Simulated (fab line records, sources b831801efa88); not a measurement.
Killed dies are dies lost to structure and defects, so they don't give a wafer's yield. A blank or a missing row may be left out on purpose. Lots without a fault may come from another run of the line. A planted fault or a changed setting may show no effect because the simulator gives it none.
Which tool did it? | flow sky130 | 10 lots, 30 wafers sampled, at 5 steps of a route of 708

WHAT THE GAUGES READ, wafer by wafer
SKY_VIA4_RS_MEAS_19: measures by four-point-probe. Usual: VIA4_W_RS 0.2277 ohm/sq, standard deviation 0.0026.
lot  | measured     | on            | VIA4_W_RS (ohm/sq)   | flag
L258 | day 43 09:44 | film_metro-03 | 0.2276 0.2214 0.2224 |
L259 | day 43 11:22 | film_metro-03 | 0.2262 0.2278 0.2285 |
L260 | day 43 19:20 | film_metro-02 | 0.2278 0.2293 0.2274 |
L267 | day 45 19:04 | film_metro-03 | 0.2279 0.2285 0.2291 |
L270 | day 46 11:03 | film_metro-02 | 0.2269 0.2241 0.2270 |
L269 | day 46 12:38 | film_metro-01 | 0.2284 0.2291 0.2291 |
L273 | day 47 01:31 | film_metro-02 | 0.2266 0.2256 0.2261 |
L276 | day 47 22:53 | film_metro-01 | 0.2266 0.2317 0.2299 |
L277 | day 48 07:05 | film_metro-03 | 0.2283 0.2278 0.2269 |
L279 | day 48 12:22 | film_metro-03 | 0.2314 0.2270 0.2253 |

SKY_VIA4_THK_MEAS_20: measures by xrf. Usual: VIA4_W_THK 509 nm, standard deviation 7.4.
lot  | measured     | on            | VIA4_W_THK (nm) | flag
L258 | day 43 09:50 | film_metro-03 | 511 522 523     |
L259 | day 43 11:29 | film_metro-03 | 517 509 511     |
L260 | day 43 19:25 | film_metro-02 | 509 504 509     |
L267 | day 45 19:11 | film_metro-03 | 509 507 507     |
L270 | day 46 11:10 | film_metro-02 | 506 513 509     |
L269 | day 46 12:46 | film_metro-01 | 504 502 501     |
L273 | day 47 01:38 | film_metro-02 | 513 513 513     |
L276 | day 47 23:00 | film_metro-01 | 502 493 493     |
L277 | day 48 07:11 | film_metro-03 | 508 510 509     |
L279 | day 48 12:29 | film_metro-03 | 501 511 515     |

SKY_PASSIVATION_THK_MEAS_03. Usual: PASSIVATION_CVD_02_THK 542 nm, standard deviation 7.
lot  | measured     | on            | PASSIVATION_CVD_02_THK (nm) | flag
L258 | day 44 09:25 | film_metro-01 | 531 550 551                 |
L259 | day 44 11:04 | film_metro-02 | 532 529 533                 |
L260 | day 44 18:38 | film_metro-02 | 549 548 548                 |
L267 | day 46 17:37 | film_metro-01 | 539 533 548                 |
L270 | day 47 09:43 | film_metro-01 | 543 545 471                 | OFF
L269 | day 47 10:59 | film_metro-02 | 536 464 556                 | OFF
L273 | day 47 22:32 | film_metro-04 | 544 535 543                 |
L276 | day 48 19:19 | film_metro-01 | 540 542 548                 |
L277 | day 49 03:21 | film_metro-01 | 536 540 547                 |
L279 | day 49 08:49 | film_metro-01 | 535 544 552                 |

WHICH TOOL RAN EACH LOT (tool, then ch and the chambers of the sampled wafers, then the start)
lot  | SKY_METAL5_STRIP_16                  | SKY_PASSIVATION_CVD_02
L258 | plasma_asher-01 ch 0,1, day 44 08:26 | pecvd-02 ch 1,2, day 44 09:10
L259 | plasma_asher-01 ch 1, day 44 10:10   | pecvd-04 ch 0,1, day 44 10:50
L260 | plasma_asher-04 ch 0,1, day 44 17:44 | pecvd-03 ch 0,1,2, day 44 18:29
L267 | plasma_asher-04 ch 0,1, day 46 16:42 | pecvd-02 ch 0,2, day 46 17:23
L270 | plasma_asher-01 ch 0,1, day 47 08:31 | pecvd-02 ch 0,1,2, day 47 09:29
L269 | plasma_asher-02 ch 0,1, day 47 10:03 | pecvd-02 ch 0,1,2, day 47 10:46
L273 | plasma_asher-01 ch 0,1, day 47 21:36 | pecvd-03 ch 0,2, day 47 22:19
L276 | plasma_asher-02 ch 0,1, day 48 18:25 | pecvd-04 ch 0,1, day 48 19:05
L277 | plasma_asher-04 ch 0,1, day 49 02:26 | pecvd-04 ch 0,2, day 49 03:07
L279 | plasma_asher-04 ch 0,1, day 49 07:55 | pecvd-03 ch 1,2, day 49 08:35
- SKY_METAL5_STRIP_16: strips in O2/N2.
- SKY_PASSIVATION_CVD_02: deposits Si3N4, target thk 540 nm.

WHAT THE TOOLS THEMSELVES READ (means of the sampled wafers that have a number; where no wafer has one, the mark that the record gives instead)
SKY_METAL5_STRIP_16. Usual: drypump_motor_current_A 5.5 A, standard deviation 0.62; oes_product_au 0.710 a.u., standard deviation 0.0045; strip_time_to_endpoint_s 12.85 s, standard deviation 0.16.
lot  | tool            | drypump_motor_current_A (A) | oes_product_au (a.u.) | strip_time_to_endpoint_s (s) | flag
L258 | plasma_asher-01 | 4.9                         | 0.711                 | 12.77                        |
L259 | plasma_asher-01 | 4.8                         | 0.706                 | 12.92                        |
L260 | plasma_asher-04 | 6.3                         | 0.709                 | 12.77                        |
L267 | plasma_asher-04 | 6.4                         | 0.713                 | 12.78                        |
L270 | plasma_asher-01 | 5.1                         | 0.711                 | 12.85                        |
L269 | plasma_asher-02 | 5.7                         | 0.710                 | 12.92                        |
L273 | plasma_asher-01 | 5.1                         | 0.711                 | 12.87                        |
L276 | plasma_asher-02 | 5.4                         | 0.710                 | 12.79                        |
L277 | plasma_asher-04 | 6.4                         | 0.711                 | 12.85                        |
L279 | plasma_asher-04 | 6.1                         | 0.706                 | 12.82                        |

SKY_PASSIVATION_CVD_02. Usual: heater_power_w 682 W, standard deviation 80; rf_fwd_power_W 449.0 W, standard deviation 1.4.
lot  | tool     | heater_power_w (W) | rf_fwd_power_W (W) | flag
L258 | pecvd-02 | 698                | 449.0              |
L259 | pecvd-04 | 678                | 448.7              |
L260 | pecvd-03 | 631                | 448.3              |
L267 | pecvd-02 | 700                | 448.8              |
L270 | pecvd-02 | 681                | 388.3              | OFF
L269 | pecvd-02 | 717                | 388.4              | OFF
L273 | pecvd-03 | 705                | 450.1              |
L276 | pecvd-04 | 788                | 448.6              |
L277 | pecvd-04 | 637                | 447.7              |
L279 | pecvd-03 | 630                | 448.4              |

THE ANSWER, worked out from the rows above alone
Rule: a lot is off if the mean of its wafers that have a number lies more than 3 standard deviations from the usual mean. A lot without any number at a reading at which 4 lots or more have one is off too. The other lots that the step has rows for count as sound. The gauges are gone through in route order, then the tools' own readings, and for those a lot's mean is taken as printed above. The first step at which some lot is off is used, and at that step the reading that is off furthest; a lot without a number counts as furthest.
Off: L270, L269, at SKY_PASSIVATION_THK_MEAS_03 (PASSIVATION_CVD_02_THK).
A tool fits if, at a process step before that reading, it ran every lot that is off, and no sound lot after the first of them. The gauges at SKY_PASSIVATION_THK_MEAS_03 aren't tried: what is off there is off at SKY_PASSIVATION_CVD_02 too, on other tools, and a gauge's error can't cause that. One fits: pecvd-02 at SKY_PASSIVATION_CVD_02. Its last sound lot is L267 (day 46 17:23), its first lot that is off L270 (day 47 09:29): a fault that began between those two fits.
The tool's own readings at SKY_PASSIVATION_CVD_02 bear it out: on the lots that are off they differ by more than 5 times the standard deviation of the sound lots' means. rf_fwd_power_W reads 388.4 W there against 448.7 W on the sound lots.

WHAT THE SIMULATOR HAD PUT IN
Process parameter drift: pecvd-02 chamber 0, from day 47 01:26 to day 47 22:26, at SKY_PASSIVATION_CVD_02. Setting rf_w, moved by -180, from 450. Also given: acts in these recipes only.
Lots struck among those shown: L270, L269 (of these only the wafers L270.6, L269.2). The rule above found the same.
